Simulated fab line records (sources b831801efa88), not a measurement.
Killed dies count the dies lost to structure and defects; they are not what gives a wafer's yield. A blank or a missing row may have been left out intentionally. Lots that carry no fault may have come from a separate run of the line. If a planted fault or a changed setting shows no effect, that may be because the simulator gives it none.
Lot-split experiment :: flow gf180mcu :: on a route of 602 steps: 5 lots, 23 wafers read

SPLIT DETAILS
At GF_VT_IMPLANT_IMPLANT_30, the setting doseCm2 was moved away from the recipe's 2.534e+12 on 11 of the 23 wafers read, by -13.8% to +12.6%. This setting was run at the recipe's value on the other wafers.

THE PATH FROM SPLIT TO READING: the file shows 1 step between them
- GF_VT_IMPLANT_STRIP_31: strips in O2/N2

THE READING
VT_IMPLANT_3_TW, at GF_VT_IMPLANT_TW_MEAS_32. On this fab line, fault-free wafers typically give 270.0 with a standard deviation of 1.6.

wafer: L074.1
tool, chamber at the split: implanter-03, 0
doseCm2 as run: 2.291e+12
against the recipe: -9.6%
VT_IMPLANT_3_TW: 262.8
against lot-mates on the recipe: -6.6

wafer: L074.2
tool, chamber at the split: implanter-03, 0
doseCm2 as run: 2.291e+12
against the recipe: -9.6%
VT_IMPLANT_3_TW: 262.6
against lot-mates on the recipe: -6.8

wafer: L074.3
tool, chamber at the split: implanter-03, 0
doseCm2 as run: 2.291e+12
against the recipe: -9.6%
VT_IMPLANT_3_TW: 263.5
against lot-mates on the recipe: -5.9

wafer: L074.5
tool, chamber at the split: implanter-03, 0
doseCm2 as run: 2.534e+12
against the recipe: recipe
VT_IMPLANT_3_TW: 269.2
against lot-mates on the recipe: -

wafer: L074.6
tool, chamber at the split: implanter-03, 0
doseCm2 as run: 2.534e+12
against the recipe: recipe
VT_IMPLANT_3_TW: 269.6
against lot-mates on the recipe: -

wafer: L077.2
tool, chamber at the split: implanter-03, 0
doseCm2 as run: 2.534e+12
against the recipe: recipe
VT_IMPLANT_3_TW: 269.7
against lot-mates on the recipe: -

wafer: L077.3
tool, chamber at the split: implanter-03, 0
doseCm2 as run: 2.534e+12
against the recipe: recipe
VT_IMPLANT_3_TW: 270.1
against lot-mates on the recipe: -

wafer: L077.4
tool, chamber at the split: implanter-03, 0
doseCm2 as run: 2.696e+12
against the recipe: +6.4%
VT_IMPLANT_3_TW: 276.3
against lot-mates on the recipe: +6.4

wafer: L077.5
tool, chamber at the split: implanter-03, 0
doseCm2 as run: 2.696e+12
against the recipe: +6.4%
VT_IMPLANT_3_TW: 276.3
against lot-mates on the recipe: +6.4

wafer: L077.6
tool, chamber at the split: implanter-03, 0
doseCm2 as run: 2.696e+12
against the recipe: +6.4%
VT_IMPLANT_3_TW: 275.4
against lot-mates on the recipe: +5.5

wafer: L079.1
tool, chamber at the split: implanter-01, 0
doseCm2 as run: 2.534e+12
against the recipe: recipe
VT_IMPLANT_3_TW: 270.5
against lot-mates on the recipe: -

wafer: L079.2
tool, chamber at the split: implanter-01, 0
doseCm2 as run: 2.853e+12
against the recipe: +12.6%
VT_IMPLANT_3_TW: 281.8
against lot-mates on the recipe: +9.8

wafer: L079.3
tool, chamber at the split: implanter-01, 0
doseCm2 as run: 2.534e+12
against the recipe: recipe
VT_IMPLANT_3_TW: 273.5
against lot-mates on the recipe: -

wafer: L079.4
tool, chamber at the split: implanter-01, 0
doseCm2 as run: 2.853e+12
against the recipe: +12.6%
VT_IMPLANT_3_TW: 280.6
against lot-mates on the recipe: +8.6

wafer: L079.5
tool, chamber at the split: implanter-01, 0
doseCm2 as run: 2.853e+12
against the recipe: +12.6%
VT_IMPLANT_3_TW: 281.1
against lot-mates on the recipe: +9.1

wafer: L080.1
tool, chamber at the split: implanter-01, 0
doseCm2 as run: 2.534e+12
against the recipe: recipe
VT_IMPLANT_3_TW: 270.6
against lot-mates on the recipe: -

wafer: L080.2
tool, chamber at the split: implanter-01, 0
doseCm2 as run: 2.185e+12
against the recipe: -13.8%
VT_IMPLANT_3_TW: 258.3
against lot-mates on the recipe: -11.9

wafer: L080.3
tool, chamber at the split: implanter-01, 0
doseCm2 as run: 2.534e+12
against the recipe: recipe
VT_IMPLANT_3_TW: 269.2
against lot-mates on the recipe: -

wafer: L080.4
tool, chamber at the split: implanter-01, 0
doseCm2 as run: 2.185e+12
against the recipe: -13.8%
VT_IMPLANT_3_TW: 258.7
against lot-mates on the recipe: -11.5

wafer: L080.6
tool, chamber at the split: implanter-01, 0
doseCm2 as run: 2.534e+12
against the recipe: recipe
VT_IMPLANT_3_TW: 270.9
against lot-mates on the recipe: -

wafer: L082.1
tool, chamber at the split: implanter-03, 0
doseCm2 as run: 2.534e+12
against the recipe: recipe
VT_IMPLANT_3_TW: 266.7
against lot-mates on the recipe: -

wafer: L082.3
tool, chamber at the split: implanter-03, 0
doseCm2 as run: 2.534e+12
against the recipe: recipe
VT_IMPLANT_3_TW: 267.2
against lot-mates on the recipe: -

wafer: L082.5
tool, chamber at the split: implanter-03, 0
doseCm2 as run: 2.534e+12
against the recipe: recipe
VT_IMPLANT_3_TW: 267.5
against lot-mates on the recipe: -

THE FIT
A straight line over all 23 wafers: VT_IMPLANT_3_TW changes by +0.842 for each +1% of doseCm2; r = +0.97; the points scatter about the line by 1.5.
The same after taking each lot's own level away (the mean of its wafers on the recipe; 23 wafers): +0.775 for each +1%; r = +0.99; scatter 0.94.
The reading moves by 11 for the largest change in doseCm2, on that fit.
From 267.13 to 272.00: that is the span of the lots' own levels, equal to 3.0 times the standard deviation above.
So the lot-to-lot level changes the slope little: the two slopes agree.
Check: with one of the wafers moved furthest among these (-13.8%) left out of the fit, the line predicts -10.2 for it against its lot-mates. It came out at -11.9 against them.

THE OTHER SPLITS THESE WAFERS WENT THROUGH
Before the reading, these wafers also passed through other splits. Each is held against what the fit with the lots' levels taken away leaves over:
other split on the same wafers: GF_STI_COAT_07 resistThkNm
wafers away from the commonest value: 6
r with VT_IMPLANT_3_TW (lot level and that fit taken away): +0.08

other split on the same wafers: GF_STI_SOFTBAKE_08 tempC
wafers away from the commonest value: 8
r with VT_IMPLANT_3_TW (lot level and that fit taken away): -0.08

other split on the same wafers: GF_DNWELL_COAT_02 resistThkNm
wafers away from the commonest value: 7
r with VT_IMPLANT_3_TW (lot level and that fit taken away): -0.36

other split on the same wafers: GF_NWELL_COAT_02 spinRpm
wafers away from the commonest value: 7
r with VT_IMPLANT_3_TW (lot level and that fit taken away): +0.41

other split on the same wafers: GF_NWELL_IMPLANT_09 energyKev
wafers away from the commonest value: 5
r with VT_IMPLANT_3_TW (lot level and that fit taken away): -0.10

other split on the same wafers: GF_MVSD_COAT_02 resistThkNm
wafers away from the commonest value: 5
r with VT_IMPLANT_3_TW (lot level and that fit taken away): -0.20

other split on the same wafers: GF_VT_IMPLANT_COAT_02 resistThkNm
wafers away from the commonest value: 5
r with VT_IMPLANT_3_TW (lot level and that fit taken away): +0.19

other split on the same wafers: GF_VT_IMPLANT_IMPLANT_08 energyKev
wafers away from the commonest value: 12
r with VT_IMPLANT_3_TW (lot level and that fit taken away): +0.11

FILE'S OWN FIT
VT_IMPLANT_3_TW changes by +0.785 for each +1% of doseCm2, r = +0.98.
